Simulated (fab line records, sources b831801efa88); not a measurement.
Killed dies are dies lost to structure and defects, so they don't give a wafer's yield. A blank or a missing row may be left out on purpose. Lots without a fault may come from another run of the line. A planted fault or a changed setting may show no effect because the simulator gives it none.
Which tool did it? | flow sky130 | 6 lots, 18 wafers sampled, at 1 step of a route of 708

WHAT THE GAUGES READ, wafer by wafer
SKY_METAL1_CD_MEAS_15: target cd 140 nm.
lot  | measured     | on        | cd_nm (nm)
L976 | day 32 23:44 | cd_sem-02 | 141.4 141.0 139.9
L978 | day 33 19:23 | cd_sem-01 | 136.9 140.0 137.9
L985 | day 36 02:38 | cd_sem-02 | 140.1 138.8 141.2
L987 | day 36 20:06 | cd_sem-02 | 140.8 141.0 140.7
L995 | day 39 03:05 | cd_sem-01 | 139.0 138.2 138.2
L997 | day 39 19:42 | cd_sem-01 | 138.0 137.2 136.6

WHICH TOOL RAN EACH LOT (tool, then ch and the chambers of the sampled wafers, then the start)
The record holds no process step before these readings.

THE ANSWER, worked out from the rows above alone
Rule: what is usual is taken from the lots themselves. Put in order of their means at a reading, lots are off if they are a third of the lots or fewer, leave a main group of 4 or more, and stand apart from it by a gap of 3 or more times the standard deviation of the main group's means; of several such gaps the widest counts. A main group whose means are all the same, to the digits that the tables above print for the reading, isn't used. A lot without any number at a reading at which 4 lots or more have one is off too. The other lots that the step has rows for count as sound.
No lot is off at any reading shown: from this, nothing can be told.

WHAT THE SIMULATOR HAD PUT IN
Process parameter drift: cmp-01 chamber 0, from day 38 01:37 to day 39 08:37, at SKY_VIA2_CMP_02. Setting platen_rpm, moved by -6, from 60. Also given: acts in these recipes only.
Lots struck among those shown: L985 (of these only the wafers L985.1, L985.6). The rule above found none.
